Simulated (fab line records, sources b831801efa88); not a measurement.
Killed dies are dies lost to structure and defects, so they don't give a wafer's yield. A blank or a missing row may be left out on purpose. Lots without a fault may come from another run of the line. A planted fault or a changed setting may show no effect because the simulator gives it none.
Which tool did it? | flow sky130 | 12 lots, 36 wafers sampled, at 4 steps of a route of 708

WHAT THE GAUGES READ, wafer by wafer
SKY_VIA4_OVL_MEAS_11. Usual: VIA4_OVL -0.4 nm, standard deviation 1.4.
lot  | measured     | on         | VIA4_OVL (nm)  | flag
L878 | day 42 21:27 | overlay-02 | -1.5 -1.8 -2.9 |
L879 | day 43 10:34 | overlay-02 | 1.6 0.5 0.4    |
L881 | day 43 19:32 | overlay-02 | -0.9 -0.2 -2.1 |
L883 | day 44 11:50 | overlay-02 | -0.9 -1.7 -1.9 |
L882 | day 44 15:14 | overlay-01 | 0.0 0.5 0.7    |
L884 | day 45 08:04 | overlay-01 | 0.2 0.2 0.7    |
L885 | day 45 09:47 | overlay-01 | 1.6 0.4 -0.8   |
L886 | day 45 11:01 | overlay-02 | 0.1 1.0 3.0    |
L895 | day 47 14:55 | overlay-01 | 1.9 0.8 1.5    |
L896 | day 47 20:56 | overlay-02 | -0.2 0.1 -2.6  |
L899 | day 48 06:50 | overlay-02 | -0.8 -0.4 -1.3 |
L900 | day 48 16:28 | overlay-02 | 1.1 1.8 1.0    |

WHICH TOOL RAN EACH LOT (tool, then ch and the chambers of the sampled wafers, then the start)
lot  | SKY_VIA3_STRIP_16                    | SKY_CAP2M_STRIP_15              | SKY_METAL4_ETCH_17
L878 | plasma_asher-04 ch 0,1, day 39 18:58 | wet_bench-01 ch 0, day 40 21:44 | rie_diel-04 ch 0,2,3, day 41 21:56
L879 | plasma_asher-01 ch 0,1, day 40 08:25 | wet_bench-02 ch 2, day 41 10:14 | rie_diel-02 ch 1,2,3, day 42 10:45
L881 | plasma_asher-01 ch 0,1, day 40 18:43 | wet_bench-02 ch 1, day 41 19:38 | rie_diel-01 ch 1,2, day 42 20:14
L883 | plasma_asher-01 ch 0,1, day 41 11:11 | wet_bench-02 ch 0, day 42 12:17 | rie_diel-02 ch 0,1,3, day 43 12:20
L882 | plasma_asher-01 ch 0,1, day 41 14:12 | wet_bench-04 ch 3, day 42 15:37 | rie_diel-04 ch 0,1,2, day 43 15:21
L884 | plasma_asher-04 ch 0,1, day 42 09:54 | wet_bench-02 ch 0, day 43 09:34 | rie_diel-02 ch 0,3, day 44 08:47
L885 | plasma_asher-03 ch 0,1, day 42 11:07 | wet_bench-02 ch 2, day 43 11:16 | rie_diel-02 ch 0,2, day 44 10:53
L886 | plasma_asher-04 ch 0,1, day 42 11:57 | wet_bench-02 ch 0, day 43 12:44 | rie_diel-04 ch 0,1,2, day 44 12:27
L895 | plasma_asher-04 ch 0,1, day 44 22:33 | wet_bench-04 ch 1, day 45 21:24 | rie_diel-01 ch 1,2, day 46 18:08
L896 | plasma_asher-01 ch 0,1, day 45 04:28 | wet_bench-04 ch 3, day 46 02:47 | rie_diel-01 ch 1,2,3, day 46 23:31
L899 | plasma_asher-01 ch 0,1, day 45 15:13 | wet_bench-01 ch 2, day 46 13:08 | rie_diel-02 ch 0,1,3, day 47 09:49
L900 | plasma_asher-03 ch 0,1, day 46 00:33 | wet_bench-02 ch 3, day 46 23:01 | rie_diel-02 ch 0,2,3, day 47 20:15
- SKY_VIA3_STRIP_16: strips in O2/N2.
- SKY_CAP2M_STRIP_15: strips in post etch residue remover, time 1200 s.
- SKY_METAL4_ETCH_17: etches SiO2 in C4F8/O2/Ar, stops on TiN, time 3.9 s, target depth 15 nm.

WHAT THE TOOLS THEMSELVES READ (means of the sampled wafers that have a number; where no wafer has one, the mark that the record gives instead)
SKY_VIA3_STRIP_16. Usual: chamber_pressure_mTorr 1479.1 mTorr, standard deviation 1.3; drypump_motor_current_A 6.0 A, standard deviation 0.54; oes_product_au 0.403 a.u., standard deviation 0.0048; strip_time_to_endpoint_s 4.16 s, standard deviation 0.04.
lot  | tool            | chamber_pressure_mTorr (mTorr) | drypump_motor_current_A (A) | oes_product_au (a.u.) | strip_time_to_endpoint_s (s) | flag
L878 | plasma_asher-04 | 1478.4                         | 6.3                         | 0.405                 | 4.13                         |
L879 | plasma_asher-01 | 1480.0                         | 5.5                         | 0.400                 | 4.14                         |
L881 | plasma_asher-01 | 1478.4                         | 6.0                         | 0.399                 | 4.20                         |
L883 | plasma_asher-01 | 1478.4                         | 6.1                         | 0.405                 | 4.14                         |
L882 | plasma_asher-01 | 1479.1                         | 5.5                         | 0.400                 | 4.19                         |
L884 | plasma_asher-04 | 1479.8                         | 6.3                         | 0.406                 | 4.21                         |
L885 | plasma_asher-03 | 1479.0                         | 5.7                         | 0.404                 | 4.15                         |
L886 | plasma_asher-04 | 1478.4                         | 6.3                         | 0.401                 | 4.18                         |
L895 | plasma_asher-04 | 1478.3                         | 6.3                         | 0.408                 | 4.16                         |
L896 | plasma_asher-01 | 1480.1                         | 5.6                         | 0.404                 | 4.15                         |
L899 | plasma_asher-01 | 1478.6                         | 6.0                         | 0.405                 | 4.16                         |
L900 | plasma_asher-03 | 1478.5                         | 5.6                         | 0.398                 | 4.15                         |

SKY_METAL4_ETCH_17. Usual: chamber_pressure_mTorr 40.00 mTorr, standard deviation 0.042; oes_product_au 0.747 a.u., standard deviation 0.0075.
lot  | tool        | chamber_pressure_mTorr (mTorr) | oes_product_au (a.u.) | flag
L878 | rie_diel-04 | 40.04                          | 0.749                 |
L879 | rie_diel-02 | 39.99                          | 0.752                 |
L881 | rie_diel-01 | 40.01                          | 0.748                 |
L883 | rie_diel-02 | 39.97                          | 0.741                 |
L882 | rie_diel-04 | 40.00                          | 0.739                 |
L884 | rie_diel-02 | 39.98                          | 0.754                 |
L885 | rie_diel-02 | 39.97                          | 0.741                 |
L886 | rie_diel-04 | 39.97                          | 0.745                 |
L895 | rie_diel-01 | 40.05                          | 0.750                 |
L896 | rie_diel-01 | 39.97                          | 0.743                 |
L899 | rie_diel-02 | 39.98                          | 0.744                 |
L900 | rie_diel-02 | 40.02                          | 0.746                 |

THE ANSWER, worked out from the rows above alone
Rule: a lot is off if the mean of its wafers that have a number lies more than 3 standard deviations from the usual mean. A lot without any number at a reading at which 4 lots or more have one is off too. The other lots that the step has rows for count as sound. The gauges are gone through in route order, then the tools' own readings, and for those a lot's mean is taken as printed above. The first step at which some lot is off is used, and at that step the reading that is off furthest; a lot without a number counts as furthest.
No lot is off at any reading shown: from this, nothing can be told.

WHAT THE SIMULATOR HAD PUT IN
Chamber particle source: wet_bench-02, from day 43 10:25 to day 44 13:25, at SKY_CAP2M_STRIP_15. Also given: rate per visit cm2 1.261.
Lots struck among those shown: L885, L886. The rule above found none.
